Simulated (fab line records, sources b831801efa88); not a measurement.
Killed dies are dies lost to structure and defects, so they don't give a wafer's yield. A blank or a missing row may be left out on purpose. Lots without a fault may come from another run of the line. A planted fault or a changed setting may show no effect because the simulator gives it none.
Which tool did it? | flow sky130 | 13 lots, 39 wafers sampled, at 2 steps of a route of 708

WHAT THE GAUGES READ, wafer by wafer
SKY_LI_CONTACT_BOW_MEAS_03. Usual: LI_CONTACT_BOW 57 um, standard deviation 7.
lot  | measured     | on            | LI_CONTACT_BOW (um) | flag
L344 | day 28 05:22 | film_metro-01 | 57 63 62            |
L345 | day 28 11:17 | film_metro-04 | 55 56 55            |
L352 | day 30 23:38 | film_metro-01 | 57 61 53            |
L355 | day 31 17:29 | film_metro-01 | 58 51 48            |
L358 | day 32 17:19 | film_metro-02 | 57 49 52            |
L359 | day 32 22:34 | film_metro-01 | 59 56 54            |
L360 | day 33 05:59 | film_metro-02 | 72 66 49            |
L361 | day 33 17:34 | film_metro-01 | 57 48 57            |
L363 | day 34 01:55 | film_metro-04 | 50 46 54            |
L364 | day 34 10:29 | film_metro-01 | 62 66 54            |
L365 | day 34 20:22 | film_metro-02 | 44 53 57            |
L366 | day 35 02:16 | film_metro-01 | 47 53 65            |
L367 | day 35 07:41 | film_metro-04 | 61 52 60            |

WHICH TOOL RAN EACH LOT (tool, then ch and the chambers of the sampled wafers, then the start)
lot  | SKY_VT_ADJUST_HVTP_DEVELOP_06
L344 | litho_track-03 ch 0, day 6 06:26
L345 | litho_track-01 ch 0, day 6 12:58
L352 | litho_track-04 ch 0, day 8 04:10
L355 | litho_track-04 ch 0, day 8 21:39
L358 | litho_track-03 ch 0, day 9 17:53
L359 | litho_track-01 ch 0, day 9 23:17
L360 | litho_track-03 ch 0, day 10 04:29
L361 | litho_track-01 ch 0, day 10 13:14
L363 | litho_track-01 ch 0, day 10 21:38
L364 | litho_track-01 ch 0, day 11 06:40
L365 | litho_track-01 ch 0, day 11 14:02
L366 | litho_track-01 ch 0, day 11 20:21
L367 | litho_track-01 ch 0, day 11 22:38
- SKY_VT_ADJUST_HVTP_DEVELOP_06: develop time 60 s.

WHAT THE TOOLS THEMSELVES READ (means of the sampled wafers that have a number; where no wafer has one, the mark that the record gives instead)
SKY_VT_ADJUST_HVTP_DEVELOP_06. Usual: chill_plate_temp_C 22.99 C, standard deviation 0.11; developer_temp_C 22.99 C, standard deviation 0.1.
lot  | tool           | chill_plate_temp_C (C) | developer_temp_C (C) | flag
L344 | litho_track-03 | 23.04                  | 23.09                |
L345 | litho_track-01 | 22.80                  | 22.91                |
L352 | litho_track-04 | 22.96                  | 25.28                | OFF
L355 | litho_track-04 | 22.86                  | 25.36                | OFF
L358 | litho_track-03 | 23.09                  | 23.01                |
L359 | litho_track-01 | 23.03                  | 22.90                |
L360 | litho_track-03 | 22.97                  | 22.95                |
L361 | litho_track-01 | 22.98                  | 23.01                |
L363 | litho_track-01 | 22.96                  | 22.88                |
L364 | litho_track-01 | 22.96                  | 23.04                |
L365 | litho_track-01 | 22.99                  | 22.96                |
L366 | litho_track-01 | 22.96                  | 22.97                |
L367 | litho_track-01 | 22.95                  | 23.09                |

THE ANSWER, worked out from the rows above alone
Rule: a lot is off if the mean of its wafers that have a number lies more than 3 standard deviations from the usual mean. A lot without any number at a reading at which 4 lots or more have one is off too. The other lots that the step has rows for count as sound. The gauges are gone through in route order, then the tools' own readings, and for those a lot's mean is taken as printed above. The first step at which some lot is off is used, and at that step the reading that is off furthest; a lot without a number counts as furthest.
Off: L352, L355, at SKY_VT_ADJUST_HVTP_DEVELOP_06 (developer_temp_C).
A tool fits if, at that step or a process step before it, it ran every lot that is off, and no sound lot after the first of them. One fits: litho_track-04 at SKY_VT_ADJUST_HVTP_DEVELOP_06. It ran no sound lot before its first lot that is off in this sample, so the start can't be narrowed down.
The tool's own readings at SKY_VT_ADJUST_HVTP_DEVELOP_06 bear it out: on the lots that are off they differ by more than 5 times the standard deviation of the sound lots' means. developer_temp_C reads 25.32 C there against 22.98 C on the sound lots.

WHAT THE SIMULATOR HAD PUT IN
Process parameter drift: litho_track-04, from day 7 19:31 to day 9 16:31, at SKY_VT_ADJUST_HVTP_DEVELOP_06. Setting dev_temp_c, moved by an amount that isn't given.
Lots struck among those shown: L352, L355. The rule above found the same.
